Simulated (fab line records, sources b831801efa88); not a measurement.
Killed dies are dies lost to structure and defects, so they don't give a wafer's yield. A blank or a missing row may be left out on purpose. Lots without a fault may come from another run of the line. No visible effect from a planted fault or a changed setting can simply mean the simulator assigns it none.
What tool caused it?	flow sky130	72 wafers from 24 lots sampled at 6 of the route's 708 steps

WHAT EACH GAUGE READ, for each wafer
The record holds no reading of a measuring or inspecting step that can be judged against a usual standard deviation.

EACH LOT AND THE TOOL THAT RAN IT (in order: tool; ch and the chambers of the sampled wafers; start)
lot	SKY_LOCAL_INTERCONNECT_SPUTTER_00	SKY_METAL2_SPUTTER_00	SKY_VIA2_STRIP_16	SKY_CAPM_METAL_ETCH_13	SKY_CAP2M_CVD_00	SKY_METAL4_ETCH_16
L074	pvd sputter-01, day 29 00:54	pvd sputter-02, day 33 22:10	plasma asher-04 ch 0,1, day 36 05:18	rie metal-04 ch 0,1, day 37 08:36	pecvd-03 ch 0,1, day 39 15:09	rie metal-01 ch 0,1, day 41 17:32
L075	pvd sputter-01, day 29 03:49	pvd sputter-02, day 34 00:52	plasma asher-02 ch 0, day 36 08:01	rie metal-04 ch 0,1, day 37 11:52	pecvd-04 ch 0,2, day 39 18:47	rie metal-02 ch 0,1, day 41 20:32
L076	pvd sputter-01, day 29 23:40	pvd sputter-02, day 34 19:09	plasma asher-04 ch 0,1, day 37 00:36	rie metal-04 ch 0,1, day 38 03:48	pecvd-04 ch 1, day 40 09:30	rie metal-03 ch 0,1, day 42 09:47
L077	pvd sputter-02, day 30 13:09	pvd sputter-02, day 35 08:25	plasma asher-04 ch 0,1, day 37 13:51	rie metal-03 ch 0, day 38 17:20	pecvd-02 ch 0,1, day 40 22:47	rie metal-03 ch 1, day 42 23:20
L079	pvd sputter-02, day 31 04:46	pvd sputter-01, day 35 22:25	plasma asher-03 ch 0, day 38 04:03	rie metal-01 ch 0, day 39 06:46	pecvd-02 ch 0,1,2, day 41 12:31	rie metal-01 ch 0,1, day 43 12:00
L078	pvd sputter-02, day 31 06:20	pvd sputter-01, day 36 00:40	plasma asher-02 ch 0,1, day 38 06:14	rie metal-03 ch 0,1, day 39 08:45	pecvd-03 ch 0,2, day 41 14:00	rie metal-03 ch 0,1, day 43 13:20
L080	pvd sputter-02, day 31 15:13	pvd sputter-01, day 36 10:04	plasma asher-02 ch 0,1, day 38 15:55	rie metal-04 ch 0,1, day 39 18:28	pecvd-04 ch 0,2, day 41 23:19	rie metal-02 ch 0,1, day 43 22:35
L081	pvd sputter-02, day 31 22:52	pvd sputter-02, day 36 17:37	plasma asher-04 ch 0,1, day 38 21:59	rie metal-04 ch 0,1, day 40 01:06	pecvd-03 ch 0,1, day 42 07:53	rie metal-03 ch 0,1, day 44 04:58
L082	pvd sputter-03, day 31 23:31	pvd sputter-01, day 36 17:58	plasma asher-03 ch 0, day 39 00:01	rie metal-01 ch 0,1, day 40 01:58	pecvd-02 ch 1,2, day 42 08:11	rie metal-01 ch 0,1, day 44 06:14
L083	pvd sputter-03, day 32 00:59	pvd sputter-02, day 36 18:16	plasma asher-02 ch 0,1, day 39 00:06	rie metal-03 ch 0,1, day 40 02:16	pecvd-04 ch 0,1, day 42 09:08	rie metal-02 ch 0,1, day 44 07:14
L084	pvd sputter-03, day 32 14:19	pvd sputter-03, day 37 07:34	plasma asher-02 ch 0,1, day 39 12:30	rie metal-03 ch 1, day 40 14:17	pecvd-04 ch 0,1, day 42 17:52	rie metal-03 ch 0,1, day 44 14:59
L085	pvd sputter-03, day 33 00:34	pvd sputter-03, day 37 17:16	plasma asher-04 ch 0,1, day 39 21:39	rie metal-04 ch 0,1, day 40 23:18	pecvd-04 ch 1,2, day 43 02:22	rie metal-02 ch 0,1, day 44 23:18
L086	pvd sputter-02, day 33 06:07	pvd sputter-02, day 37 21:10	plasma asher-02 ch 0,1, day 40 01:40	rie metal-01 ch 0,1, day 41 03:49	pecvd-03 ch 0,2, day 43 08:16	rie metal-02 ch 0,1, day 45 05:26
L087	pvd sputter-03, day 33 22:32	pvd sputter-01, day 38 13:11	plasma asher-04 ch 0,1, day 40 16:57	rie metal-01 ch 0, day 41 18:46	pecvd-04 ch 0,1,2, day 43 20:23	rie metal-02 ch 0,1, day 45 16:11
L088	pvd sputter-02, day 33 23:48	pvd sputter-01, day 38 14:55	plasma asher-02 ch 0,1, day 40 18:24	rie metal-03 ch 0,1, day 41 20:01	pecvd-03 ch 0,1,2, day 43 21:11	rie metal-01 ch 0,1, day 45 18:02
L089	pvd sputter-02, day 34 06:41	pvd sputter-02, day 38 21:08	plasma asher-03 ch 0,1, day 41 01:14	rie metal-01 ch 0, day 42 02:39	pecvd-04 ch 1,2, day 44 04:29	rie metal-03 ch 0,1, day 46 01:31
L090	pvd sputter-03, day 34 16:55	pvd sputter-02, day 39 06:39	plasma asher-03 ch 0,1, day 41 09:36	rie metal-04 ch 0,1, day 42 11:24	pecvd-02 ch 1,2, day 44 12:38	rie metal-03 ch 0,1, day 46 08:27
L092	pvd sputter-02, day 35 12:07	pvd sputter-03, day 40 00:27	plasma asher-03 ch 0,1, day 42 02:31	rie metal-01 ch 0,1, day 43 03:05	pecvd-03 ch 0,2, day 45 03:46	rie metal-03 ch 0,1, day 46 21:53
L091	pvd sputter-02, day 35 15:40	pvd sputter-02, day 40 05:55	plasma asher-02 ch 0, day 42 08:00	rie metal-01 ch 0,1, day 43 08:42	pecvd-02 ch 0,1, day 45 08:56	rie metal-03 ch 0,1, day 47 02:05
L093	pvd sputter-01, day 35 17:26	pvd sputter-01, day 40 06:16	plasma asher-04 ch 0,1, day 42 08:31	rie metal-03 ch 0,1, day 43 09:16	pecvd-04 ch 0,1,2, day 45 10:29	rie metal-01 ch 0,1, day 47 04:32
L094	pvd sputter-02, day 35 19:03	pvd sputter-03, day 40 07:25	plasma asher-02 ch 0, day 42 09:09	rie metal-04 ch 0,1, day 43 09:34	pecvd-03 ch 0,1,2, day 45 10:52	rie metal-02 ch 1, day 47 05:14
L095	pvd sputter-02, day 36 05:12	pvd sputter-03, day 40 17:14	plasma asher-03 ch 0,1, day 42 18:37	rie metal-04 ch 0,1, day 43 19:14	pecvd-04 ch 0,1,2, day 45 19:23	rie metal-02 ch 0,1, day 47 11:45
L096	pvd sputter-03, day 36 08:30	pvd sputter-03, day 40 20:52	plasma asher-02 ch 0,1, day 42 21:13	rie metal-04 ch 0,1, day 43 22:12	pecvd-03 ch 0,2, day 45 21:50	rie metal-01 ch 0,1, day 47 16:05
L097	pvd sputter-03, day 36 13:26	pvd sputter-02, day 41 00:38	plasma asher-02 ch 0,1, day 43 01:42	rie metal-04 ch 0,1, day 44 02:14	pecvd-04 ch 0,1, day 46 01:15	rie metal-02 ch 0,1, day 47 18:50
- SKY_LOCAL_INTERCONNECT_SPUTTER_00: material TiN, target thk 100 nm, time 83.3 s.
- SKY_METAL2_SPUTTER_00: material Ti, target thk 15 nm, time 10 s.
- SKY_VIA2_STRIP_16: strips in O2/N2.
- SKY_CAPM_METAL_ETCH_13: etches TiN in Cl2/BCl3, stops on SiO2, target depth 220 nm, time 62.9 s.
- SKY_CAP2M_CVD_00: deposits SiO2, target thk 15.5 nm.
- SKY_METAL4_ETCH_16: etches BARC in N2/H2, stops on SiO2, time 88.2 s, target depth 60 nm.

AS READ BY THE TOOLS THEMSELVES (means over the sampled wafers that have a number; for cases with no such wafer, the mark the record gives instead)
SKY_LOCAL_INTERCONNECT_SPUTTER_00. Usual: 29.6 % for throttle valve pct, sd 0.67.
lot	tool	throttle valve pct (%)	flag
L074	pvd sputter-01	30.0	
L075	pvd sputter-01	30.1	
L076	pvd sputter-01	30.7	
L077	pvd sputter-02	29.1	
L079	pvd sputter-02	29.2	
L078	pvd sputter-02	29.2	
L080	pvd sputter-02	29.1	
L081	pvd sputter-02	28.8	
L082	pvd sputter-03	30.1	
L083	pvd sputter-03	30.3	
L084	pvd sputter-03	29.9	
L085	pvd sputter-03	29.8	
L086	pvd sputter-02	28.9	
L087	pvd sputter-03	29.9	
L088	pvd sputter-02	29.1	
L089	pvd sputter-02	29.2	
L090	pvd sputter-03	30.2	
L092	pvd sputter-02	29.0	
L091	pvd sputter-02	29.0	
L093	pvd sputter-01	30.2	
L094	pvd sputter-02	28.9	
L095	pvd sputter-02	29.1	
L096	pvd sputter-03	30.2	
L097	pvd sputter-03	30.2	

SKY_METAL2_SPUTTER_00. Usual: 29.6 % for throttle valve pct, sd 0.68.
lot	tool	throttle valve pct (%)	flag
L074	pvd sputter-02	29.1	
L075	pvd sputter-02	28.9	
L076	pvd sputter-02	29.1	
L077	pvd sputter-02	29.0	
L079	pvd sputter-01	30.5	
L078	pvd sputter-01	30.3	
L080	pvd sputter-01	30.1	
L081	pvd sputter-02	29.1	
L082	pvd sputter-01	29.8	
L083	pvd sputter-02	29.0	
L084	pvd sputter-03	30.4	
L085	pvd sputter-03	29.8	
L086	pvd sputter-02	29.1	
L087	pvd sputter-01	30.0	
L088	pvd sputter-01	30.1	
L089	pvd sputter-02	29.0	
L090	pvd sputter-02	29.1	
L092	pvd sputter-03	30.0	
L091	pvd sputter-02	29.2	
L093	pvd sputter-01	30.7	
L094	pvd sputter-03	30.2	
L095	pvd sputter-03	29.9	
L096	pvd sputter-03	30.4	
L097	pvd sputter-02	29.2	

SKY_VIA2_STRIP_16. Usual: chamber pressure mTorr 1500.0 mTorr, standard deviation 1.4; drypump motor current A 5.6 A, standard deviation 0.43; n2 flow sccm 300.1 sccm, standard deviation 0.92; oes product au 0.398 a.u., standard deviation 0.0044; strip time to endpoint s 4.04 s, standard deviation 0.032.
lot	tool	chamber pressure mTorr (mTorr)	drypump motor current A (A)	n2 flow sccm (sccm)	oes product au (a.u.)	strip time to endpoint s (s)	flag
L074	plasma asher-04	1500.4	5.3	299.8	0.399	4.00	
L075	plasma asher-02	1499.9	5.7	300.5	0.400	4.07	
L076	plasma asher-04	1501.2	5.3	299.7	0.399	4.03	
L077	plasma asher-04	1498.8	5.3	301.2	0.399	3.99	
L079	plasma asher-03	1500.1	6.5	298.8	0.398	4.04	
L078	plasma asher-02	1499.8	5.6	299.5	0.401	4.05	
L080	plasma asher-02	1500.1	5.6	300.1	0.400	4.04	
L081	plasma asher-04	1500.7	5.3	300.2	0.399	4.03	
L082	plasma asher-03	1500.0	6.5	299.8	0.399	4.03	
L083	plasma asher-02	1499.2	5.6	300.6	0.401	4.04	
L084	plasma asher-02	1499.8	5.6	300.2	0.398	4.04	
L085	plasma asher-04	1499.9	5.3	300.6	0.400	4.03	
L086	plasma asher-02	1499.4	5.6	301.1	0.397	4.01	
L087	plasma asher-04	1499.0	5.3	299.4	0.394	4.04	
L088	plasma asher-02	1500.0	5.6	299.6	0.401	4.07	
L089	plasma asher-03	1499.5	5.5	300.3	0.399	4.07	
L090	plasma asher-03	1498.5	6.0	299.2	0.397	4.05	
L092	plasma asher-03	1499.7	6.0	300.2	0.396	4.03	
L091	plasma asher-02	1501.0	5.7	300.6	0.403	4.02	
L093	plasma asher-04	1500.4	5.3	300.5	0.398	4.07	
L094	plasma asher-02	1500.1	5.7	300.0	0.400	4.09	
L095	plasma asher-03	1500.3	6.0	299.3	0.395	4.03	
L096	plasma asher-02	1500.9	5.6	300.2	0.396	4.05	
L097	plasma asher-02	1499.6	5.5	300.1	0.400	4.05	

SKY_CAPM_METAL_ETCH_13. Usual: chamber pressure mTorr 10.001 mTorr, standard deviation 0.0082; drypump motor current A 5.6 A, standard deviation 0.48; oes product au 0.944 a.u., standard deviation 0.0075; throttle valve pct 21.900 %, standard deviation 0.0096.
lot	tool	chamber pressure mTorr (mTorr)	drypump motor current A (A)	oes product au (a.u.)	throttle valve pct (%)	flag
L074	rie metal-04	10.007	5.3	0.948	21.895	
L075	rie metal-04	10.000	5.6	0.950	21.888	
L076	rie metal-04	10.006	5.3	0.952	21.901	
L077	rie metal-03	10.004	5.5	0.951	21.894	
L079	rie metal-01	9.998	5.3	0.938	21.910	
L078	rie metal-03	10.006	5.9	0.933	21.896	
L080	rie metal-04	9.996	5.3	0.947	21.898	
L081	rie metal-04	10.010	5.6	0.942	21.899	
L082	rie metal-01	10.005	5.6	0.943	21.904	
L083	rie metal-03	9.998	6.2	0.942	21.893	
L084	rie metal-03	9.995	6.4	0.945	21.899	
L085	rie metal-04	10.001	5.6	0.946	21.894	
L086	rie metal-01	9.995	5.7	0.937	21.903	
L087	rie metal-01	10.000	5.3	0.945	21.893	
L088	rie metal-03	9.996	5.9	0.947	21.898	
L089	rie metal-01	9.993	5.3	0.951	21.890	
L090	rie metal-04	10.001	5.3	0.937	21.905	
L092	rie metal-01	10.004	5.6	0.943	21.898	
L091	rie metal-01	10.004	5.5	0.944	21.898	
L093	rie metal-03	10.003	5.8	0.935	21.907	
L094	rie metal-04	10.000	5.6	0.944	21.904	
L095	rie metal-04	9.999	5.2	0.953	21.898	
L096	rie metal-04	10.003	5.5	0.941	21.900	
L097	rie metal-04	9.995	5.3	0.940	21.891	

SKY_CAP2M_CVD_00. Usual: 730 W for heater power w, sd 80.
lot	tool	heater power w (W)	flag
L074	pecvd-03	662	
L075	pecvd-04	749	
L076	pecvd-04	769	
L077	pecvd-02	625	
L079	pecvd-02	708	
L078	pecvd-03	681	
L080	pecvd-04	817	
L081	pecvd-03	738	
L082	pecvd-02	731	
L083	pecvd-04	729	
L084	pecvd-04	749	
L085	pecvd-04	728	
L086	pecvd-03	621	
L087	pecvd-04	762	
L088	pecvd-03	706	
L089	pecvd-04	716	
L090	pecvd-02	642	
L092	pecvd-03	712	
L091	pecvd-02	644	
L093	pecvd-04	760	
L094	pecvd-03	751	
L095	pecvd-04	792	
L096	pecvd-03	619	
L097	pecvd-04	789	

SKY_METAL4_ETCH_16. Usual: chamber pressure mTorr 29.998 mTorr, standard deviation 0.027; drypump motor current A 5.6 A, standard deviation 0.48; h2 flow sccm 200.0 sccm, standard deviation 0.61; n2 flow sccm 100.00 sccm, standard deviation 0.28; oes product au 0.626 a.u., standard deviation 0.0043; throttle valve pct 13.204 %, standard deviation 0.0087.
lot	tool	chamber pressure mTorr (mTorr)	drypump motor current A (A)	h2 flow sccm (sccm)	n2 flow sccm (sccm)	oes product au (a.u.)	throttle valve pct (%)	flag
L074	rie metal-01	30.017	5.6	199.4	99.81	0.628	13.210	
L075	rie metal-02	30.007	5.2	199.7	99.73	0.626	13.202	
L076	rie metal-03	29.983	6.2	200.4	100.18	0.626	13.205	
L077	rie metal-03	29.986	6.5	199.7	99.73	0.630	13.206	
L079	rie metal-01	29.981	5.5	200.3	100.06	0.625	13.207	
L078	rie metal-03	29.991	6.2	199.5	100.09	0.622	13.207	
L080	rie metal-02	30.007	5.1	200.0	99.73	0.625	13.203	
L081	rie metal-03	29.999	5.9	199.6	100.02	0.629	13.212	
L082	rie metal-01	29.998	5.5	200.0	100.14	0.625	13.199	
L083	rie metal-02	29.988	5.2	200.4	99.74	0.627	13.200	
L084	rie metal-03	29.999	5.8	199.8	100.18	0.625	13.207	
L085	rie metal-02	29.984	5.2	199.9	99.96	0.626	13.195	
L086	rie metal-02	29.986	5.2	200.0	100.01	0.624	13.210	
L087	rie metal-02	30.005	5.2	200.0	99.93	0.627	13.204	
L088	rie metal-01	30.021	5.7	200.3	100.49	0.630	13.204	
L089	rie metal-03	29.994	5.9	200.7	100.06	0.626	13.204	
L090	rie metal-03	29.992	5.9	199.8	99.98	0.622	13.198	
L092	rie metal-03	29.997	5.9	199.6	100.08	0.626	13.206	
L091	rie metal-03	30.014	5.9	199.7	99.99	0.621	13.203	
L093	rie metal-01	29.988	5.7	200.5	99.75	0.627	13.204	
L094	rie metal-02	30.001	5.0	199.6	99.86	0.625	13.205	
L095	rie metal-02	29.981	5.2	200.2	100.14	0.622	13.207	
L096	rie metal-01	29.994	5.7	199.4	100.20	0.624	13.207	
L097	rie metal-02	29.999	5.2	200.5	99.95	0.624	13.201	

THE ANSWER, worked out from the rows above alone
Rule: lot off if the mean of its wafers having a number is beyond 3 standard deviations from the usual mean. Also off: a lot with no number at a reading for which 4 or more lots have one. Any other lot the step has rows for is counted as sound. The gauges are gone through in route order, then the tools' own readings, and for those a lot's mean is taken as printed above. The first step at which some lot is off is used, and at that step the reading that is off furthest; a lot without a number counts as furthest.
None of the lots is off at any reading shown; this tells nothing.

WHAT THE SIMULATOR HAD INSERTED
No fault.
